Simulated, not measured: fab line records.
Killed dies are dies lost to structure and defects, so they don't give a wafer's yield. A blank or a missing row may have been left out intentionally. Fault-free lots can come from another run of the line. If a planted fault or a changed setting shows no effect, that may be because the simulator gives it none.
A struck lot beside a sound one -- flow gf180mcu -- 27 steps out of a route of 602
Sound: the wafers L460.1, L460.2, L460.4. Wafers struck: L465.3, L465.5, L465.6. At the end, the cause is stated.
For every step that has rows: the tool of each side, followed by ch and its chambers, followed by its first start. Under that, the readings that differ: sound wafers -- struck wafers -- difference of the means -- sigmas: that difference in standard deviations of wafers without a fault.
alike: a reading whose means differ by less than 2 such deviations, as well as words and numbers matching on both sides. not compared: withheld readings; readings where some wafer has no value; bounds like >300 that might hide an equal value; numbers whose values overlap and for which the record gives no deviation.
Wherever a step has rows on one side only, a row that says differs or no value, or a row with sigmas, the two part there. When numbers do not overlap yet have no deviation, they are printed without sigmas and do not part them. A reading missing from all wafers of one side parts the sides only when that side holds two or more wafers.

GF_NWELL_STRIP_10: strips in O2/N2.
  sound on plasma asher-03 ch 0,1, day 3 07:29; struck on plasma asher-04 ch 0,1, day 4 12:19
reading,sound,struck,difference,sigmas
heater power w (W),273 315 282,398 352 390,+90,+2
  alike: chamber pressure mTorr, drypump motor current A, oes product au, strip time to endpoint s
  not compared: rf hours counter h
GF_NWELL_TW_MEAS_11:
  sound: film metro-02 at day 3 07:35; struck: film metro-01 at day 4 12:25
  alike: NWELL_TW
then, 7 steps without rows for these wafers: GF_LVPWELL_DEHYDRATE_00 (time 60 s); GF_LVPWELL_HMDS_01 (prime time 60 s); GF_LVPWELL_COAT_02 (resist thk 3000 nm); GF_LVPWELL_SOFTBAKE_03; GF_LVPWELL_EXPOSE_04 (exposes mask LVPWELL, target cd 600 nm); GF_LVPWELL_PEB_05; GF_LVPWELL_DEVELOP_06 (develop time 60 s).
GF_LVPWELL_OVL_MEAS_07:
  sound: overlay-01 at day 3 20:42; struck: overlay-01 at day 5 01:53
  alike: LVPWELL_OVL
then, 2 steps without rows for these wafers: GF_LVPWELL_IMPLANT_08; GF_LVPWELL_IMPLANT_09.
GF_LVPWELL_STRIP_10: strips in O2/N2.
  sound on plasma asher-03 ch 0,1, day 3 21:02; struck on plasma asher-01 ch 0,1, day 5 02:14
  no value came back on the struck wafers for any of 5 readings (chamber pressure mTorr (mTorr), drypump motor current A (A) and others); on the sound wafers chamber pressure mTorr (mTorr) reads 1501.3 1499.8 1499.0
reading,sound,struck,difference,sigmas
model.coat_of_LVPWELL_COAT_02.thk nm (nm),0 0 0,3015 3018 3024,+3019,
  not compared: rf hours counter h
GF_LVPWELL_TW_MEAS_11:
  sound: film metro-01 at day 3 21:08; struck: film metro-01 at day 5 02:19
  alike: LVPWELL_TW
then, 7 steps without rows for these wafers: GF_MVSD_DEHYDRATE_00 (time 60 s); GF_MVSD_HMDS_01 (prime time 60 s); GF_MVSD_COAT_02 (resist thk 3000 nm); GF_MVSD_SOFTBAKE_03; GF_MVSD_EXPOSE_04 (exposes mask MVSD, target cd 1000 nm); GF_MVSD_PEB_05; GF_MVSD_DEVELOP_06 (develop time 57.93 s).
GF_MVSD_OVL_MEAS_07:
  sound: overlay-01 at day 4 10:36; struck: overlay-01 at day 5 16:43
  alike: MVSD_OVL
then, 2 steps without rows for these wafers: GF_MVSD_IMPLANT_08; GF_MVSD_IMPLANT_09.
GF_MVSD_STRIP_10: strips in O2/N2.
  sound on plasma asher-04 ch 0,1, day 4 10:56; struck on plasma asher-01 ch 0,1, day 5 17:04
reading,sound,struck,difference,sigmas
oes product au (a.u.),0.720 0.721 0.719,0.741 0.740 0.738,+0.020,+5
strip time to endpoint s (s),37.10 36.93 36.93,81.54 81.59 81.51,+44.56,+99 or more
  alike: chamber pressure mTorr, drypump motor current A, heater power w
  not compared: rf hours counter h
GF_MVSD_TW_MEAS_11:
  sound: film metro-03 at day 4 11:02; struck: film metro-02 at day 5 17:09
reading,sound,struck,difference,sigmas
MVSD_TW,1558 1568 1563,30 30 30,-1533,-99 or more
then, 1 step without rows for these wafers: GF_MVPSD_DEHYDRATE_00 (time 60 s).

## WHERE THEY PART
Last at GF_MVSD_TW_MEAS_11 as far as this record goes, first at GF_NWELL_STRIP_10.

WHY: whatever the simulator had introduced
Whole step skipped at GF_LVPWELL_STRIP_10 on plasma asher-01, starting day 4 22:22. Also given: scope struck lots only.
